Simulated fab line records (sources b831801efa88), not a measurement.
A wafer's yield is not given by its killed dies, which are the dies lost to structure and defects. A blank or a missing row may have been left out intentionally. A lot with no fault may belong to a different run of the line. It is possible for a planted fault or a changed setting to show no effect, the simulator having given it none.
Which tool was responsible? / flow gf180mcu / 24 lots, 72 wafers sampled, at 5 steps of a route of 602

## WHAT THE GAUGES READ, wafer by wafer
GF_V1_THK_MEAS_25: measures by xrf.
lot=L074; measured=day 18 00:02; on=film_metro-02; V1_W_THK (nm)=356 364 357
lot=L075; measured=day 18 07:28; on=film_metro-02; V1_W_THK (nm)=359 360 362
lot=L076; measured=day 18 19:00; on=film_metro-02; V1_W_THK (nm)=362 365 367
lot=L077; measured=day 19 02:46; on=film_metro-03; V1_W_THK (nm)=354 352 360
lot=L078; measured=day 19 12:23; on=film_metro-02; V1_W_THK (nm)=363 374 365
lot=L079; measured=day 19 22:30; on=film_metro-01; V1_W_THK (nm)=362 357 360
lot=L080; measured=day 20 11:17; on=film_metro-01; V1_W_THK (nm)=355 358 354
lot=L081; measured=day 20 19:34; on=film_metro-02; V1_W_THK (nm)=362 363 361
lot=L082; measured=day 20 22:49; on=film_metro-02; V1_W_THK (nm)=364 363 361
lot=L083; measured=day 21 17:38; on=film_metro-03; V1_W_THK (nm)=359 357 364
lot=L084; measured=day 22 05:27; on=film_metro-03; V1_W_THK (nm)=356 357 356
lot=L085; measured=day 22 11:14; on=film_metro-02; V1_W_THK (nm)=375 367 367
lot=L086; measured=day 22 16:26; on=film_metro-03; V1_W_THK (nm)=362 362 359
lot=L087; measured=day 23 06:51; on=film_metro-03; V1_W_THK (nm)=358 361 362
lot=L088; measured=day 23 15:01; on=film_metro-02; V1_W_THK (nm)=370 371 367
lot=L089; measured=day 24 02:05; on=film_metro-02; V1_W_THK (nm)=366 366 364
lot=L090; measured=day 24 10:43; on=film_metro-03; V1_W_THK (nm)=365 361 358
lot=L091; measured=day 24 21:33; on=film_metro-02; V1_W_THK (nm)=361 363 367
lot=L092; measured=day 25 01:59; on=film_metro-01; V1_W_THK (nm)=360 363 360
lot=L093; measured=day 25 10:05; on=film_metro-03; V1_W_THK (nm)=365 364 363
lot=L095; measured=day 25 22:59; on=film_metro-01; V1_W_THK (nm)=360 365 364
lot=L094; measured=day 25 23:10; on=film_metro-03; V1_W_THK (nm)=358 364 361
lot=L096; measured=day 26 02:33; on=film_metro-01; V1_W_THK (nm)=360 358 357
lot=L097; measured=day 26 07:17; on=film_metro-03; V1_W_THK (nm)=367 366 365

GF_M4_CD_MEAS_14 targets a cd of 280 nm.
lot=L074; measured=day 23 05:20; on=cd_sem-02; cd_nm (nm)=282.1 281.4 281.7
lot=L075; measured=day 23 13:00; on=cd_sem-01; cd_nm (nm)=280.0 279.4 280.5
lot=L076; measured=day 23 23:28; on=cd_sem-01; cd_nm (nm)=278.8 279.2 278.5
lot=L077; measured=day 24 06:19; on=cd_sem-01; cd_nm (nm)=280.2 281.5 280.9
lot=L078; measured=day 24 15:56; on=cd_sem-01; cd_nm (nm)=279.5 279.1 281.4
lot=L079; measured=day 25 00:43; on=cd_sem-01; cd_nm (nm)=281.3 281.4 280.8
lot=L080; measured=day 25 10:35; on=cd_sem-01; cd_nm (nm)=278.6 280.0 280.3
lot=L081; measured=day 25 20:15; on=cd_sem-02; cd_nm (nm)=281.7 280.3 281.1
lot=L082; measured=day 25 23:32; on=cd_sem-01; cd_nm (nm)=279.1 279.7 280.0
lot=L083; measured=day 26 13:41; on=cd_sem-01; cd_nm (nm)=281.9 281.1 281.8
lot=L084; measured=day 27 00:52; on=cd_sem-01; cd_nm (nm)=281.5 282.9 282.0
lot=L085; measured=day 27 05:46; on=cd_sem-02; cd_nm (nm)=280.5 279.6 281.3
lot=L086; measured=day 27 10:02; on=cd_sem-02; cd_nm (nm)=280.3 278.6 278.8
lot=L087; measured=day 27 23:44; on=cd_sem-02; cd_nm (nm)=279.5 279.1 277.9
lot=L088; measured=day 28 06:49; on=cd_sem-01; cd_nm (nm)=280.1 279.7 280.4
lot=L089; measured=day 28 15:58; on=cd_sem-01; cd_nm (nm)=281.0 278.8 280.0
lot=L090; measured=day 28 23:16; on=cd_sem-01; cd_nm (nm)=278.9 279.5 279.7
lot=L091; measured=day 29 08:10; on=cd_sem-02; cd_nm (nm)=280.5 280.4 280.6
lot=L092; measured=day 29 14:01; on=cd_sem-01; cd_nm (nm)=277.1 276.9 276.3
lot=L093; measured=day 29 18:46; on=cd_sem-01; cd_nm (nm)=278.2 277.2 277.6
lot=L095; measured=day 30 06:37; on=cd_sem-01; cd_nm (nm)=278.7 278.3 279.3
lot=L094; measured=day 30 07:14; on=cd_sem-01; cd_nm (nm)=282.1 281.6 280.3
lot=L096; measured=day 30 11:23; on=cd_sem-01; cd_nm (nm)=280.3 279.8 281.0
lot=L097; measured=day 30 14:05; on=cd_sem-02; cd_nm (nm)=280.3 280.8 281.6

GF_PASSIVATION_THK_MEAS_01.
lot=L074; measured=day 27 22:25; on=film_metro-01; PASSIVATION_CVD_00_THK (nm)=989 993 1016
lot=L075; measured=day 28 06:09; on=film_metro-01; PASSIVATION_CVD_00_THK (nm)=1010 1000 988
lot=L076; measured=day 28 14:05; on=film_metro-04; PASSIVATION_CVD_00_THK (nm)=981 988 989
lot=L077; measured=day 28 21:04; on=film_metro-02; PASSIVATION_CVD_00_THK (nm)=990 996 1006
lot=L078; measured=day 29 05:53; on=film_metro-02; PASSIVATION_CVD_00_THK (nm)=986 999 1005
lot=L079; measured=day 29 13:24; on=film_metro-04; PASSIVATION_CVD_00_THK (nm)=984 992 1006
lot=L080; measured=day 29 22:52; on=film_metro-01; PASSIVATION_CVD_00_THK (nm)=998 974 1003
lot=L081; measured=day 30 05:41; on=film_metro-04; PASSIVATION_CVD_00_THK (nm)=999 1015 1024
lot=L082; measured=day 30 08:44; on=film_metro-02; PASSIVATION_CVD_00_THK (nm)=985 1000 997
lot=L083; measured=day 30 21:40; on=film_metro-04; PASSIVATION_CVD_00_THK (nm)=1006 998 1008
lot=L084; measured=day 31 07:51; on=film_metro-02; PASSIVATION_CVD_00_THK (nm)=988 1012 1003
lot=L085; measured=day 31 12:23; on=film_metro-04; PASSIVATION_CVD_00_THK (nm)=983 1000 1002
lot=L086; measured=day 31 14:24; on=film_metro-04; PASSIVATION_CVD_00_THK (nm)=997 1007 1021
lot=L087; measured=day 32 02:04; on=film_metro-01; PASSIVATION_CVD_00_THK (nm)=989 1000 1021
lot=L088; measured=day 32 10:28; on=film_metro-01; PASSIVATION_CVD_00_THK (nm)=1002 1021 1021
lot=L089; measured=day 32 18:40; on=film_metro-04; PASSIVATION_CVD_00_THK (nm)=986 978 991
lot=L090; measured=day 32 23:25; on=film_metro-02; PASSIVATION_CVD_00_THK (nm)=994 982 1006
lot=L091; measured=day 33 05:25; on=film_metro-04; PASSIVATION_CVD_00_THK (nm)=988 991 1005
lot=L092; measured=day 33 11:31; on=film_metro-04; PASSIVATION_CVD_00_THK (nm)=974 981 1000
lot=L093; measured=day 33 15:55; on=film_metro-02; PASSIVATION_CVD_00_THK (nm)=1002 995 1006
lot=L095; measured=day 34 00:28; on=film_metro-01; PASSIVATION_CVD_00_THK (nm)=985 1011 994
lot=L094; measured=day 34 02:45; on=film_metro-02; PASSIVATION_CVD_00_THK (nm)=993 993 999
lot=L096; measured=day 34 06:25; on=film_metro-04; PASSIVATION_CVD_00_THK (nm)=987 979 987
lot=L097; measured=day 34 08:08; on=film_metro-01; PASSIVATION_CVD_00_THK (nm)=988 1004 1008

## EACH LOT AND THE TOOL THAT RAN IT (in order: tool; ch and the chambers of the sampled wafers; start)
lot=L074; GF_V2_ETCH_16=rie_diel-01 ch 0,2, day 20 02:51; GF_V5_CMP_04=cmp-01 ch 0,3, day 26 02:37
lot=L075; GF_V2_ETCH_16=rie_diel-03 ch 0,1,2, day 20 10:38; GF_V5_CMP_04=cmp-01 ch 0,1,2, day 26 10:18
lot=L076; GF_V2_ETCH_16=rie_diel-01 ch 0,2, day 20 20:59; GF_V5_CMP_04=cmp-01 ch 1,3, day 26 20:02
lot=L077; GF_V2_ETCH_16=rie_diel-03 ch 1,2,3, day 21 04:52; GF_V5_CMP_04=cmp-02 ch 1,3, day 27 02:42
lot=L078; GF_V2_ETCH_16=rie_diel-01 ch 0,2,3, day 21 15:05; GF_V5_CMP_04=cmp-01 ch 0,2,3, day 27 11:33
lot=L079; GF_V2_ETCH_16=rie_diel-01 ch 0,1,2, day 22 00:16; GF_V5_CMP_04=cmp-02 ch 0,1, day 27 20:19
lot=L080; GF_V2_ETCH_16=rie_diel-03 ch 0,1,2, day 22 12:35; GF_V5_CMP_04=cmp-02 ch 0,1,3, day 28 05:54
lot=L081; GF_V2_ETCH_16=rie_diel-01 ch 0,3, day 22 20:59; GF_V5_CMP_04=cmp-02 ch 0,1,3, day 28 12:59
lot=L082; GF_V2_ETCH_16=rie_diel-04 ch 0,2,3, day 23 00:21; GF_V5_CMP_04=cmp-02 ch 1,2, day 28 16:40
lot=L083; GF_V2_ETCH_16=rie_diel-01 ch 0,1,3, day 23 17:27; GF_V5_CMP_04=cmp-02 ch 1,2,3, day 29 06:41
lot=L084; GF_V2_ETCH_16=rie_diel-01 ch 1,2,3, day 24 04:35; GF_V5_CMP_04=cmp-02 ch 1,2,3, day 29 16:20
lot=L085; GF_V2_ETCH_16=rie_diel-03 ch 1,2, day 24 10:43; GF_V5_CMP_04=cmp-01 ch 1,2, day 29 21:13
lot=L086; GF_V2_ETCH_16=rie_diel-01 ch 0,1, day 24 14:48; GF_V5_CMP_04=cmp-01 ch 0,1,3, day 30 00:00
lot=L087; GF_V2_ETCH_16=rie_diel-03 ch 0,1,3, day 25 05:27; GF_V5_CMP_04=cmp-01 ch 1,2,3, day 30 12:49
lot=L088; GF_V2_ETCH_16=rie_diel-03 ch 2,3, day 25 13:11; GF_V5_CMP_04=cmp-02 ch 0,1,3, day 30 20:34
lot=L089; GF_V2_ETCH_16=rie_diel-03 ch 0,1,2, day 25 22:45; GF_V5_CMP_04=cmp-02 ch 0,2,3, day 31 05:35
lot=L090; GF_V2_ETCH_16=rie_diel-01 ch 0,2, day 26 07:22; GF_V5_CMP_04=cmp-01 ch 0,3, day 31 10:58
lot=L091; GF_V2_ETCH_16=rie_diel-03 ch 0,1,2, day 26 16:54; GF_V5_CMP_04=cmp-01 ch 1,2,3, day 31 18:14
lot=L092; GF_V2_ETCH_16=rie_diel-03 ch 1,2,3, day 26 22:36; GF_V5_CMP_04=cmp-01 ch 1,3, day 31 23:47
lot=L093; GF_V2_ETCH_16=rie_diel-01 ch 0,1, day 27 04:45; GF_V5_CMP_04=cmp-02 ch 0,2, day 32 04:57
lot=L095; GF_V2_ETCH_16=rie_diel-04 ch 1,2,3, day 27 17:37; GF_V5_CMP_04=cmp-02 ch 0,1,2, day 32 14:59
lot=L094; GF_V2_ETCH_16=rie_diel-01 ch 1,2,3, day 27 17:58; GF_V5_CMP_04=cmp-02 ch 0,2,3, day 32 16:08
lot=L096; GF_V2_ETCH_16=rie_diel-04 ch 1,2,3, day 27 21:35; GF_V5_CMP_04=cmp-02 ch 0,1,3, day 32 20:08
lot=L097; GF_V2_ETCH_16=rie_diel-04 ch 0,1,3, day 28 02:15; GF_V5_CMP_04=cmp-02 ch 2,3, day 32 22:14
- GF_V2_ETCH_16: etches BARC in N2/H2.
- GF_V5_CMP_04: polishes SiO2.

## AS READ BY THE TOOLS THEMSELVES (means over the sampled wafers that have a number; for cases with no such wafer, the mark the record gives instead)
GF_V2_ETCH_16.
lot=L074; tool=rie_diel-01; drypump_motor_current_A (A)=5.6; oes_product_au (a.u.)=0.854; throttle_valve_pct (%)=13.222
lot=L075; tool=rie_diel-03; drypump_motor_current_A (A)=6.1; oes_product_au (a.u.)=0.855; throttle_valve_pct (%)=13.228
lot=L076; tool=rie_diel-01; drypump_motor_current_A (A)=5.6; oes_product_au (a.u.)=0.856; throttle_valve_pct (%)=13.216
lot=L077; tool=rie_diel-03; drypump_motor_current_A (A)=6.0; oes_product_au (a.u.)=0.852; throttle_valve_pct (%)=13.226
lot=L078; tool=rie_diel-01; drypump_motor_current_A (A)=5.6; oes_product_au (a.u.)=0.855; throttle_valve_pct (%)=13.228
lot=L079; tool=rie_diel-01; drypump_motor_current_A (A)=5.9; oes_product_au (a.u.)=0.852; throttle_valve_pct (%)=13.225
lot=L080; tool=rie_diel-03; drypump_motor_current_A (A)=6.0; oes_product_au (a.u.)=0.856; throttle_valve_pct (%)=13.232
lot=L081; tool=rie_diel-01; drypump_motor_current_A (A)=5.6; oes_product_au (a.u.)=0.856; throttle_valve_pct (%)=13.225
lot=L082; tool=rie_diel-04; drypump_motor_current_A (A)=5.6; oes_product_au (a.u.)=0.858; throttle_valve_pct (%)=13.220
lot=L083; tool=rie_diel-01; drypump_motor_current_A (A)=5.8; oes_product_au (a.u.)=0.860; throttle_valve_pct (%)=13.227
lot=L084; tool=rie_diel-01; drypump_motor_current_A (A)=5.7; oes_product_au (a.u.)=0.851; throttle_valve_pct (%)=13.226
lot=L085; tool=rie_diel-03; drypump_motor_current_A (A)=5.7; oes_product_au (a.u.)=0.851; throttle_valve_pct (%)=13.225
lot=L086; tool=rie_diel-01; drypump_motor_current_A (A)=6.0; oes_product_au (a.u.)=0.856; throttle_valve_pct (%)=13.216
lot=L087; tool=rie_diel-03; drypump_motor_current_A (A)=5.9; oes_product_au (a.u.)=0.857; throttle_valve_pct (%)=13.216
lot=L088; tool=rie_diel-03; drypump_motor_current_A (A)=6.4; oes_product_au (a.u.)=0.854; throttle_valve_pct (%)=13.225
lot=L089; tool=rie_diel-03; drypump_motor_current_A (A)=6.1; oes_product_au (a.u.)=0.861; throttle_valve_pct (%)=13.234
lot=L090; tool=rie_diel-01; drypump_motor_current_A (A)=5.6; oes_product_au (a.u.)=0.861; throttle_valve_pct (%)=13.225
lot=L091; tool=rie_diel-03; drypump_motor_current_A (A)=6.0; oes_product_au (a.u.)=0.854; throttle_valve_pct (%)=13.224
lot=L092; tool=rie_diel-03; drypump_motor_current_A (A)=6.0; oes_product_au (a.u.)=0.856; throttle_valve_pct (%)=13.222
lot=L093; tool=rie_diel-01; drypump_motor_current_A (A)=6.1; oes_product_au (a.u.)=0.858; throttle_valve_pct (%)=13.224
lot=L095; tool=rie_diel-04; drypump_motor_current_A (A)=5.6; oes_product_au (a.u.)=0.860; throttle_valve_pct (%)=13.227
lot=L094; tool=rie_diel-01; drypump_motor_current_A (A)=5.7; oes_product_au (a.u.)=0.852; throttle_valve_pct (%)=13.231
lot=L096; tool=rie_diel-04; drypump_motor_current_A (A)=5.6; oes_product_au (a.u.)=0.853; throttle_valve_pct (%)=13.223
lot=L097; tool=rie_diel-04; drypump_motor_current_A (A)=5.6; oes_product_au (a.u.)=0.858; throttle_valve_pct (%)=13.233

GF_V5_CMP_04.
lot=L074; tool=cmp-01; motor_current_A (A)=10.8; retaining_ring_pressure_frac=0.999
lot=L075; tool=cmp-01; motor_current_A (A)=11.5; retaining_ring_pressure_frac=1.001
lot=L076; tool=cmp-01; motor_current_A (A)=11.6; retaining_ring_pressure_frac=1.004
lot=L077; tool=cmp-02; motor_current_A (A)=10.7; retaining_ring_pressure_frac=1.002
lot=L078; tool=cmp-01; motor_current_A (A)=11.1; retaining_ring_pressure_frac=1.002
lot=L079; tool=cmp-02; motor_current_A (A)=10.7; retaining_ring_pressure_frac=0.997
lot=L080; tool=cmp-02; motor_current_A (A)=10.6; retaining_ring_pressure_frac=1.002
lot=L081; tool=cmp-02; motor_current_A (A)=10.7; retaining_ring_pressure_frac=1.001
lot=L082; tool=cmp-02; motor_current_A (A)=11.8; retaining_ring_pressure_frac=1.002
lot=L083; tool=cmp-02; motor_current_A (A)=11.0; retaining_ring_pressure_frac=0.996
lot=L084; tool=cmp-02; motor_current_A (A)=11.1; retaining_ring_pressure_frac=0.998
lot=L085; tool=cmp-01; motor_current_A (A)=12.1; retaining_ring_pressure_frac=1.007
lot=L086; tool=cmp-01; motor_current_A (A)=10.9; retaining_ring_pressure_frac=1.004
lot=L087; tool=cmp-01; motor_current_A (A)=11.7; retaining_ring_pressure_frac=1.000
lot=L088; tool=cmp-02; motor_current_A (A)=10.8; retaining_ring_pressure_frac=0.998
lot=L089; tool=cmp-02; motor_current_A (A)=10.8; retaining_ring_pressure_frac=1.004
lot=L090; tool=cmp-01; motor_current_A (A)=10.5; retaining_ring_pressure_frac=1.003
lot=L091; tool=cmp-01; motor_current_A (A)=11.4; retaining_ring_pressure_frac=0.998
lot=L092; tool=cmp-01; motor_current_A (A)=11.0; retaining_ring_pressure_frac=1.004
lot=L093; tool=cmp-02; motor_current_A (A)=10.9; retaining_ring_pressure_frac=1.001
lot=L095; tool=cmp-02; motor_current_A (A)=10.8; retaining_ring_pressure_frac=1.001
lot=L094; tool=cmp-02; motor_current_A (A)=11.0; retaining_ring_pressure_frac=0.997
lot=L096; tool=cmp-02; motor_current_A (A)=10.7; retaining_ring_pressure_frac=1.001
lot=L097; tool=cmp-02; motor_current_A (A)=11.0; retaining_ring_pressure_frac=1.001

## THE ANSWER, worked out from the rows above alone
Rule: usual is defined by the lots themselves. The widest of any qualifying gaps counts: lots, ordered by their means at a reading, are off when they make up no more than a third of the lots, leave a main group of 4 or more, and stand apart from it by 3 or more times the standard deviation of that group's means. A main group whose means are all the same, to the digits that the tables above print for the reading, isn't used. A lot without any number at a reading at which 4 lots or more have one is off too. All remaining lots with rows at the step are treated as sound. The gauges are gone through in route order, then the tools' own readings, and for those a lot's mean is taken as printed above. At the first step where some lot is off, the reading lying furthest off is the one used; lots without a number count as furthest.
Nothing can be told from this: no lot is off at any reading shown.

## WHAT THE SIMULATOR HAD PUT IN
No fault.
